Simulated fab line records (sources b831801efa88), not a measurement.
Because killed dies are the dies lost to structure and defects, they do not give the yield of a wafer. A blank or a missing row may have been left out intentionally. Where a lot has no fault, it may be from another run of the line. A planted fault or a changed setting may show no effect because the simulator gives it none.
Struck lot and sound lot, side by side :: flow sky130 :: 16 steps out of a route of 708
Sound: the wafers L629.3, L629.5, L629.6. The struck wafers were L634.2, L634.3, L634.4. The cause is given at the end.
At each step with rows: each side's tool, then ch and its chambers, then its first start. Under that, the readings that differ: sound wafers :: struck wafers :: difference of the means :: sigmas: that difference in standard deviations of wafers without a fault.
alike: same words and numbers on both sides, and readings whose means sit less than 2 such deviations apart. not compared: any withheld reading, any reading some wafer has no value for, any bound like >300 that may hide the same value, and any number with overlapping values for which the record gives no deviation.
A row with sigmas, a row that says differs or no value, or rows on one side alone: a step with any of these is where the two part. Non-overlapping numbers with no deviation appear without sigmas and do not part them. A reading missing from all wafers of one side parts the sides only when that side holds two or more wafers.

SKY_VT_ADJUST_HVTP_OVL_MEAS_08:
  sound on overlay-01 at day 7 16:44; struck on overlay-01 at day 9 03:41
  alike: VT_ADJUST_HVTP_OVL
following that, these wafers have no rows for 1 step: SKY_VT_ADJUST_HVTP_IMPLANT_09.
SKY_VT_ADJUST_HVTP_STRIP_10: strips in O2/N2.
  sound on plasma_asher-03 ch 0,1, day 7 16:56; struck on plasma_asher-02 ch 0,1, day 9 03:52
  alike: drypump_motor_current_A, oes_product_au, strip_time_to_endpoint_s
  not compared: rf_hours_counter_h
SKY_VT_ADJUST_HVTP_TW_MEAS_11:
  sound on film_metro-03 at day 7 17:01; struck on film_metro-03 at day 9 03:58
  alike: VT_ADJUST_HVTP_TW
then, 7 steps without rows for these wafers: SKY_VT_ADJUST_LVTN_DEHYDRATE_00 (time 60 s); SKY_VT_ADJUST_LVTN_HMDS_01 (prime time 60 s); SKY_VT_ADJUST_LVTN_COAT_02 (resist thk 3000 nm); SKY_VT_ADJUST_LVTN_SOFTBAKE_03; SKY_VT_ADJUST_LVTN_EXPOSE_04 (exposes mask NWM COMPLEMENT LESS NATIVE, target cd 840 nm); SKY_VT_ADJUST_LVTN_PEB_05; SKY_VT_ADJUST_LVTN_DEVELOP_06 (develop time 61 s).
SKY_VT_ADJUST_LVTN_OVL_MEAS_07:
  sound on overlay-02 at day 8 13:32; struck on overlay-01 at day 10 01:34
  alike: VT_ADJUST_LVTN_OVL
SKY_VT_ADJUST_LVTN_IMPLANT_08:
  sound on implanter-03 ch 0, day 8 13:36; struck on implanter-03 ch 0, day 10 01:37
reading: dose_ions_cm2
sound: 1.57e+12 1.5702e+12 1.5684e+12
struck: 1.9916e+12 1.9904e+12 1.9894e+12
difference: +4.2093e+11
sigmas: +99 or more

reading: faraday_current_uA
sound: 9.19 8.62 9.15
struck: 11.49 11.46 11.60
difference: +2.53
sigmas: +14
SKY_VT_ADJUST_LVTN_STRIP_09: strips in O2/N2.
  sound on plasma_asher-01 ch 0,1, day 8 13:44; struck on plasma_asher-04 ch 0,1, day 10 01:44
  alike: drypump_motor_current_A, oes_product_au, strip_time_to_endpoint_s
  not compared: rf_hours_counter_h
SKY_VT_ADJUST_LVTN_TW_MEAS_10:
  sound on film_metro-01 at day 8 13:49; struck on film_metro-04 at day 10 02:04
reading: VT_ADJUST_LVTN_TW
sound: 241.0 239.7 240.6
struck: 259.8 259.6 259.7
difference: +19.3
sigmas: +18
  not compared: hold
-- record jumps: 39 days separate the struck wafers' starts on either side; left off in module VT_ADJUST_LVTN, taken up again in module PAD_OPEN, whose first shown step is the route's number 708 --
SKY_PAD_OPEN_PROBE_99:
  sound on prober-01 at day 48 04:15; struck on prober-02 at day 48 15:23
reading: model.etest.nfet_01v8_lvt.body_rise_v (V)
sound: 0.1478 0.1478 0.1483
struck: 0.1519 0.1539 0.1544
difference: +0.0054
sigmas: 
  alike: killed_at_M0_to_M3, killed_at_M4_up, killed_at_contacts, killed_at_front_end, killed_at_other, killed_dies, killed_open, killed_short

## WHERE THEY PART
At SKY_VT_ADJUST_LVTN_IMPLANT_08 first; at SKY_VT_ADJUST_LVTN_TW_MEAS_10 last (within this record only). Later steps at which nothing parts them and some readings are alike: SKY_PAD_OPEN_PROBE_99.

WHY: the cause the simulator had injected
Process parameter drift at SKY_VT_ADJUST_LVTN_IMPLANT_08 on implanter-03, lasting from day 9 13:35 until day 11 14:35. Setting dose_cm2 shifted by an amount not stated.
